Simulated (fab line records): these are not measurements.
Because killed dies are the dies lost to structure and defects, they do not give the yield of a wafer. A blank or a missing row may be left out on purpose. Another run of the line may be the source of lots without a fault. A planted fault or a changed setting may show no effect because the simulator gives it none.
Struck lot and sound lot, side by side ; flow sky130 ; 23 steps out of a route of 708
Sound: the wafers L768.2, L768.3, L768.4. Struck: wafers L775.1, L775.3, L775.6. Last of all comes the cause.
Order at every step that has rows: each side's tool, ch and its chambers, its first start. Under that, the readings that differ: sound wafers ; struck wafers ; difference of the means ; sigmas: that difference in standard deviations of wafers without a fault.
alike: a reading whose means differ by less than 2 such deviations, as well as words and numbers matching on both sides. not compared: withheld readings; readings where some wafer has no value; bounds like >300 that might hide an equal value; numbers whose values overlap and for which the record gives no deviation.
A row with sigmas, a row that says differs or no value, or rows on one side alone: a step with any of these is where the two part. Non-overlapping numbers with no deviation appear without sigmas and do not part them. A reading missing from all wafers of one side parts the sides only when that side holds two or more wafers.

first, 2 steps without rows for these wafers: SKY_POLY_GATE_CLEAN_19 (cleans in SC1/SC2, time 150 s); SKY_POLY_GATE_OXIDATION_20 (stabilise 600 s, purge 300 s, target thk 4 nm).
SKY_POLY_GATE_THK_MEAS_21:
  sound on film_metro-02 at day 18 03:48; struck on film_metro-04 at day 20 15:41
  alike: POLY_GATE_OXIDATION_THK
SKY_POLY_GATE_CD_MEAS_22:
  sound on cd_sem-02 at day 18 03:53; struck on cd_sem-01 at day 20 15:44
  alike: cd_nm
then, 7 steps without rows for these wafers: SKY_LDD_N_DEHYDRATE_00 (time 60 s); SKY_LDD_N_HMDS_01 (prime time 60 s); SKY_LDD_N_COAT_02 (resist thk 300 nm); SKY_LDD_N_SOFTBAKE_03 (time 60 s); SKY_LDD_N_EXPOSE_04 (exposes mask NTM, target cd 840 nm); SKY_LDD_N_PEB_05; SKY_LDD_N_DEVELOP_06 (develop time 60 s).
SKY_LDD_N_OVL_MEAS_07:
  sound on overlay-02 at day 19 10:43; struck on overlay-02 at day 21 22:20
  alike: LDD_N_OVL
SKY_LDD_N_IMPLANT_08:
  sound on implanter-01 ch 0, day 19 10:47; struck on implanter-01 ch 0, day 21 22:22
reading;sound;struck;difference;sigmas
beam_on_s (s);10.37 9.86 10.12;80.63 82.22 79.15;+70.55;+99 or more
dose_ions_cm2;7.486e+13 7.499e+13 7.502e+13;7.0217e+14 7.0231e+14 7.0225e+14;+6.2729e+14;+99 or more
faraday_current_uA;404 428 417;493 483 499;+75;+9
then, 7 steps without rows for these wafers: SKY_LDD_N_IMPLANT_09; SKY_LDD_N_IMPLANT_10; SKY_LDD_N_IMPLANT_11; SKY_LDD_N_IMPLANT_12; SKY_LDD_N_IMPLANT_13; SKY_LDD_N_IMPLANT_14; SKY_LDD_N_IMPLANT_15.
SKY_LDD_N_STRIP_16: strips in O2/N2.
  sound on plasma_asher-02 ch 0,1, day 19 11:57; struck on plasma_asher-02 ch 0,1, day 21 23:34
reading;sound;struck;difference;sigmas
strip_time_to_endpoint_s (s);4.335 4.339 4.332;5.666 5.642 5.652;+1.318;+78
  alike: drypump_motor_current_A, oes_product_au
  not compared: rf_hours_counter_h
SKY_LDD_N_TW_MEAS_17:
  sound on film_metro-04 at day 19 12:04; struck on film_metro-04 at day 21 23:54
reading;sound;struck;difference;sigmas
LDD_N_TW;2621 2617 2614;3023 3023 3042;+412;+27
  not compared: hold
-- here the record skips 27 days between the struck wafers' starts before and after, leaving off in module LDD_N and picking up in module PAD_OPEN (first step shown: number 708 of the route) --
SKY_PAD_OPEN_PROBE_99:
  sound on prober-02 at day 47 01:33; struck on prober-01 at day 48 14:57
reading;sound;struck;difference;sigmas
model.etest.tip_n.rs_ohm_sq;439.5 436 437.7;255.1 256.2 253.7;-182.7;
model.etest.nfet_01v8.r_on_ohm_um;848.3 867 850.6;749.5 768.5 745.2;-100.9;
model.etest.nfet_01v8_lvt.drive_ua_um;561 558.8 555.6;639.6 616.9 649.5;+76.9;
model.etest.nfet_01v8.drive_ua_um;488.2 484.5 487.5;567 547.4 571.5;+75;
model.etest.nfet_01v8_turned.drive_ua_um;493.9 484.8 486.2;564 540 568;+69;
model.etest.sram_nfet_pass.drive_ua_um;483.7 460.5 489.8;539.5 512.8 522.6;+47.0;
model.etest.nfet_01v8_swapped.drive_ua_um;491.4 482.6 483.7;555.3 531.6 559.9;+63.0;
model.etest.tip_n.rs_ohm_sq_range;11.85 13.83 12.34;10.33 8.99 7.405;-3.77;
  alike: killed_at_M0_to_M3, killed_at_M4_up, killed_at_contacts, killed_at_front_end, killed_at_other, killed_dies, killed_open, killed_short

WHERE THEY PART
Last at SKY_LDD_N_TW_MEAS_17 as far as this record goes, first at SKY_LDD_N_IMPLANT_08. Later steps at which nothing parts them and some readings are alike: SKY_PAD_OPEN_PROBE_99.

WHY: the cause the simulator had injected
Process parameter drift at SKY_LDD_N_IMPLANT_08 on implanter-01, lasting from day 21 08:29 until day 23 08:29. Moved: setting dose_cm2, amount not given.
